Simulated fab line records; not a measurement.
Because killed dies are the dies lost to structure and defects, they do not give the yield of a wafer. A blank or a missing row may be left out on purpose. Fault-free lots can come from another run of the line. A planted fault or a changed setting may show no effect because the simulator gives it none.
What tool caused it?    flow sky130    24 lots, 72 wafers sampled, at 4 steps of a route of 708

WHAT THE GAUGES SHOWED, per wafer
SKY_NWELL_RS_MEAS_31: measures by four-point-probe.
lot   measured      on             PWDE_RS (ohm/sq)
L074  day 5 13:07   film_metro-04  5343 5327 5336
L075  day 5 13:55   film_metro-04  5357 5338 5343
L076  day 5 19:43   film_metro-02  5345 5346 5344
L077  day 6 02:01   film_metro-04  5327 5316 5319
L078  day 6 08:17   film_metro-04  5358 5347 5375
L079  day 6 11:20   film_metro-04  5366 5352 5380
L080  day 6 19:19   film_metro-04  5335 5331 5358
L081  day 7 03:55   film_metro-03  5366 5354 5354
L082  day 7 15:25   film_metro-04  5337 5338 5339
L084  day 7 18:05   film_metro-02  5352 5351 5345
L083  day 7 18:37   film_metro-02  5343 5322 5349
L085  day 7 23:16   film_metro-03  5346 5354 5357
L086  day 8 09:50   film_metro-04  5343 5343 5348
L087  day 8 16:01   film_metro-03  5307 5305 5320
L088  day 9 02:41   film_metro-04  5349 5377 5386
L089  day 9 06:57   film_metro-03  5346 5326 5323
L090  day 9 12:55   film_metro-04  5374 5382 5369
L091  day 9 17:14   film_metro-04  5328 5337 5322
L092  day 9 23:38   film_metro-02  5324 5337 5349
L093  day 10 05:58  film_metro-04  5330 5344 5336
L094  day 10 16:07  film_metro-03  5339 5350 5363
L095  day 10 22:22  film_metro-02  5371 5381 5359
L096  day 11 02:02  film_metro-03  5329 5347 5333
L097  day 11 03:38  film_metro-03  5346 5351 5360

SKY_VT_ADJUST_NCORE_OVL_MEAS_08.
lot   measured      on          VT_ADJUST_NCORE_OVL (nm)
L074  day 8 19:50   overlay-02  0.2 -1.1 0.6
L075  day 8 20:52   overlay-02  1.9 4.2 2.7
L076  day 9 04:13   overlay-02  -0.9 -2.1 -3.0
L077  day 9 12:47   overlay-02  -2.3 -0.7 0.1
L078  day 9 19:18   overlay-02  -1.1 -0.6 -1.4
L079  day 9 22:43   overlay-02  -0.8 0.1 -0.2
L080  day 10 08:20  overlay-02  -1.8 -1.6 -1.8
L081  day 10 19:18  overlay-01  0.7 0.6 0.6
L082  day 11 07:36  overlay-01  -0.3 0.1 0.2
L084  day 11 11:33  overlay-02  2.2 2.9 0.5
L083  day 11 13:51  overlay-02  1.8 0.8 0.7
L085  day 11 17:33  overlay-02  -0.1 -0.2 -0.7
L086  day 12 04:52  overlay-01  -3.0 -3.0 -1.6
L087  day 12 12:12  overlay-02  -0.1 -1.1 -2.7
L088  day 13 01:16  overlay-02  -0.7 -0.5 0.1
L089  day 13 06:49  overlay-01  -0.5 -1.6 -1.6
L090  day 13 12:15  overlay-01  -0.8 -1.0 0.0
L091  day 13 16:28  overlay-02  -1.3 0.7 1.5
L092  day 13 22:12  overlay-01  1.2 -0.6 0.0
L093  day 14 08:24  overlay-01  -0.3 -0.8 1.2
L094  day 14 20:00  overlay-01  1.1 1.4 0.6
L095  day 15 02:33  overlay-02  -1.6 -1.5 -2.3
L096  day 15 06:00  overlay-02  -0.4 0.5 1.0
L097  day 15 09:27  overlay-02  -0.6 0.4 -0.5

SKY_SD_N_OVL_MEAS_08.
lot   measured      on          SD_N_OVL (nm)
L074  day 27 23:29  overlay-01  0.0 0.9 -0.2
L075  day 28 04:04  overlay-02  -0.5 0.0 0.4
L076  day 28 10:28  overlay-02  2.8 0.7 -0.2
L077  day 29 04:45  overlay-01  0.0 -0.1 0.4
L078  day 29 12:36  overlay-01  0.4 -0.1 0.7
L079  day 29 07:38  overlay-01  0.9 1.0 2.1
L080  day 30 10:16  overlay-02  0.5 1.2 1.0
L081  day 30 10:56  overlay-01  0.0 1.0 1.1
L082  day 30 22:42  overlay-01  -0.8 1.9 1.3
L084  day 31 11:56  overlay-02  -0.6 -1.6 -1.7
L083  day 30 23:36  overlay-02  0.5 0.0 0.2
L085  day 31 00:47  overlay-02  2.7 2.9 3.0
L086  day 32 07:56  overlay-01  1.8 0.1 -0.4
L087  day 32 12:11  overlay-02  1.1 1.4 2.4
L088  day 33 06:04  overlay-01  0.7 -0.5 -1.6
L089  day 33 10:28  overlay-01  -0.1 0.1 2.8
L090  day 33 10:09  overlay-01  -0.1 -1.3 -0.8
L091  day 33 13:37  overlay-02  0.2 -0.9 0.4
L092  day 33 17:28  overlay-02  0.2 1.9 2.9
L093  day 34 19:44  overlay-01  -0.1 -0.7 -0.4
L094  day 34 23:54  overlay-01  -0.1 -0.2 1.5
L095  day 35 01:08  overlay-01  0.7 2.5 1.9
L096  day 35 05:25  overlay-02  -1.0 0.4 1.1
L097  day 35 06:01  overlay-02  1.4 -0.6 -0.5

WHICH TOOL RAN EACH LOT (tool, then ch and the chambers of the sampled wafers, then the start)
lot   SKY_SONOS_ONO_ETCH_15
L074  rie_diel-04 ch 1,2, day 12 22:08
L075  rie_diel-03 ch 0,3, day 13 01:14
L076  rie_diel-04 ch 0,1,3, day 13 07:08
L077  rie_diel-03 ch 2,3, day 13 18:02
L078  rie_diel-03 ch 0,1,3, day 14 03:29
L079  rie_diel-04 ch 1,2,3, day 14 03:47
L080  rie_diel-01 ch 0,3, day 14 17:35
L081  rie_diel-01 ch 1,3, day 15 03:11
L082  rie_diel-01 ch 1,2, day 15 19:35
L084  rie_diel-04 ch 2,3, day 16 00:44
L083  rie_diel-01 ch 0,2,3, day 16 05:50
L085  rie_diel-03 ch 0,1,2, day 16 08:17
L086  rie_diel-03 ch 0,2,3, day 16 20:44
L087  rie_diel-03 ch 0,1,3, day 17 05:26
L088  rie_diel-01 ch 2,3, day 17 22:44
L089  rie_diel-03 ch 1,3, day 18 06:02
L090  rie_diel-01 ch 0,1, day 18 11:20
L091  rie_diel-04 ch 0,2,3, day 18 21:38
L092  rie_diel-03 ch 1,2, day 18 23:13
L093  rie_diel-03 ch 0,1,2, day 19 11:11
L094  rie_diel-01 ch 1,2,3, day 20 04:26
L095  rie_diel-01 ch 1,2, day 20 05:38
L096  rie_diel-03 ch 0,1,3, day 20 09:20
L097  rie_diel-01 ch 0,1,2, day 20 14:17
- SKY_SONOS_ONO_ETCH_15: etches the open film in CHF3/O2, target depth 19.52 nm, time 7.8 s.

WHAT THE TOOLS THEMSELVES READ (means of the sampled wafers that have a number; where no wafer has one, the mark that the record gives instead)
SKY_SONOS_ONO_ETCH_15.
lot   tool         drypump_motor_current_A (A)  oes_product_au (a.u.)  throttle_valve_pct (%)
L074  rie_diel-04  5.5                          0.996                  8.833
L075  rie_diel-03  5.2                          0.995                  8.820
L076  rie_diel-04  5.7                          0.989                  8.815
L077  rie_diel-03  5.8                          0.999                  8.821
L078  rie_diel-03  5.3                          1.003                  8.824
L079  rie_diel-04  5.5                          0.987                  8.825
L080  rie_diel-01  5.8                          1.004                  8.828
L081  rie_diel-01  5.8                          1.002                  8.827
L082  rie_diel-01  5.6                          0.999                  8.824
L084  rie_diel-04  5.5                          0.998                  8.833
L083  rie_diel-01  5.9                          1.011                  8.827
L085  rie_diel-03  5.1                          0.996                  8.829
L086  rie_diel-03  5.5                          0.990                  8.826
L087  rie_diel-03  5.2                          0.999                  8.835
L088  rie_diel-01  6.2                          1.007                  8.830
L089  rie_diel-03  5.2                          1.015                  8.828
L090  rie_diel-01  5.4                          1.013                  8.824
L091  rie_diel-04  5.4                          0.999                  8.838
L092  rie_diel-03  5.4                          0.996                  8.824
L093  rie_diel-03  5.1                          1.000                  8.826
L094  rie_diel-01  5.8                          0.997                  8.829
L095  rie_diel-01  5.9                          1.007                  8.823
L096  rie_diel-03  5.2                          1.010                  8.825
L097  rie_diel-01  5.7                          1.009                  8.830

THE ANSWER, worked out from the rows above alone
Rule: what is usual is taken from the lots themselves. The widest of any qualifying gaps counts: lots, ordered by their means at a reading, are off when they make up no more than a third of the lots, leave a main group of 4 or more, and stand apart from it by 3 or more times the standard deviation of that group's means. Not used: any main group whose means are identical at the precision the tables above print for the reading. A lot without any number at a reading at which 4 lots or more have one is off too. Where the step has rows for the other lots, those lots are counted as sound. The gauges are gone through in route order, then the tools' own readings, and for those a lot's mean is taken as printed above. At the first step where some lot is off, the reading lying furthest off is the one used; lots without a number count as furthest.
No lot is off on any of the readings shown, so nothing can be concluded from this.

WHAT THE SIMULATOR PUT IN
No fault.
